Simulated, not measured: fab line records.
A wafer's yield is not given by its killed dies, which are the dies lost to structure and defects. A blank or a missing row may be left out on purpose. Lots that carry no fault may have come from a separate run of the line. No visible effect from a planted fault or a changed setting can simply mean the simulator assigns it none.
A lot that was struck, set against a sound lot + flow gf180mcu + 16 steps out of a route of 602
Sound: wafers L571.1, L571.4, L571.6. Struck: wafers L582.1, L582.4, L582.6. Last of all comes the cause.
Order at every step that has rows: each side's tool, ch and its chambers, its first start. Under that, the readings that differ: sound wafers + struck wafers + difference of the means + sigmas: that difference in standard deviations of wafers without a fault.
alike: readings whose means differ by less than 2 such deviations, and words and numbers that are the same on both sides. not compared: withheld readings, readings that some wafer has no value for, bounds like >300 that may hide the same value, and numbers for which the record gives no deviation and whose values overlap.
Wherever a step has rows on one side only, a row that says differs or no value, or a row with sigmas, the two part there. When numbers do not overlap yet have no deviation, they are printed without sigmas and do not part them. Lack of a reading on every wafer of one side parts them only where that side has two or more wafers.

first, 1 step without rows for these wafers: GF_TOP_METAL_CLEAN_19 (cleans in DIW).
GF_PASSIVATION_CVD_00: deposits SiO2 from TEOS, target thk 1000 nm, time 111.95 s.
  sound on pecvd-03 ch 0,1, day 29 00:48; struck on pecvd-01 ch 1,2, day 32 03:00
  alike: heater power w
GF_PASSIVATION_THK_MEAS_01:
  sound: film metro-03 at day 29 00:53; struck: film metro-02 at day 32 03:05
  alike: PASSIVATION_CVD_00_THK
GF_PASSIVATION_CVD_02: deposits Si3N4, target thk 700 nm, time 486.18 s.
  sound on pecvd-04 ch 0,1, day 29 00:56; struck on pecvd-03 ch 0,1,2, day 32 03:08
  alike: heater power w
GF_PASSIVATION_THK_MEAS_03:
  sound: film metro-02 at day 29 01:14; struck: film metro-02 at day 32 03:26
  alike: PASSIVATION_CVD_02_THK
then, 7 steps without rows for these wafers: GF_PASSIVATION_DEHYDRATE_04 (time 60 s); GF_PASSIVATION_HMDS_05 (prime time 60 s); GF_PASSIVATION_COAT_06 (resist thk 4000 nm); GF_PASSIVATION_SOFTBAKE_07; GF_PASSIVATION_EXPOSE_08 (exposes mask Pad, target cd 40000 nm); GF_PASSIVATION_PEB_09; GF_PASSIVATION_DEVELOP_10 (develop time 60 s).
GF_PASSIVATION_ETCH_11: etches the open film in CF4/O2, stops on TiN, target depth 1800 nm, time 400 s.
  sound on rie diel-03 ch 1,3, day 29 20:02; struck on rie diel-02 ch 0,3, day 32 19:38
| reading                                       | sound             | struck            | difference | sigmas      |
|-----------------------------------------------|-------------------|-------------------|------------|-------------|
| oes product au (a.u.)                         | 0.954 0.958 0.969 | 0.888 0.883 0.894 | -0.072     | -10         |
| run length s (s)                              | 428.2 428.2 428.1 | 487.1 487.0 486.5 | +58.7      | +99 or more |
| throttle valve pct (%)                        | 5.965 5.970 5.971 | 5.936 5.955 5.924 | -0.030     | -3          |
| model.coat_of_PASSIVATION_COAT_06.thk nm (nm) | 2764 2786 2791    | 2601 2627 2595    | -173       |             |
  alike: O2_flow_sccm, chamber pressure mTorr, drypump motor current A
  not compared: rf hours counter h
GF_PASSIVATION_STRIP_12: strips in O2/N2.
  sound on plasma asher-03 ch 0, day 29 20:17; struck on plasma asher-02 ch 0,1, day 32 19:52
| reading                      | sound             | struck            | difference | sigmas |
|------------------------------|-------------------|-------------------|------------|--------|
| strip time to endpoint s (s) | 34.36 34.62 34.68 | 32.49 32.82 32.43 | -1.97      | -10    |
  alike: chamber pressure mTorr, drypump motor current A, heater power w, oes product au
  not compared: rf hours counter h
then, 1 step without rows for these wafers: GF_PASSIVATION_ANNEAL_13 (time 1800 s).
GF_PASSIVATION_PROBE_99:
  the record holds rows for the sound wafers here (prober-01, day 29 22:14) but none for the struck ones

WHERE THEY PART
Last at GF_PASSIVATION_PROBE_99 as far as this record goes, first at GF_PASSIVATION_ETCH_11.

WHY: what the simulator had put in
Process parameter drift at GF_PASSIVATION_ETCH_11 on rie diel-02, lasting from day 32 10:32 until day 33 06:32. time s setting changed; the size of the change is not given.
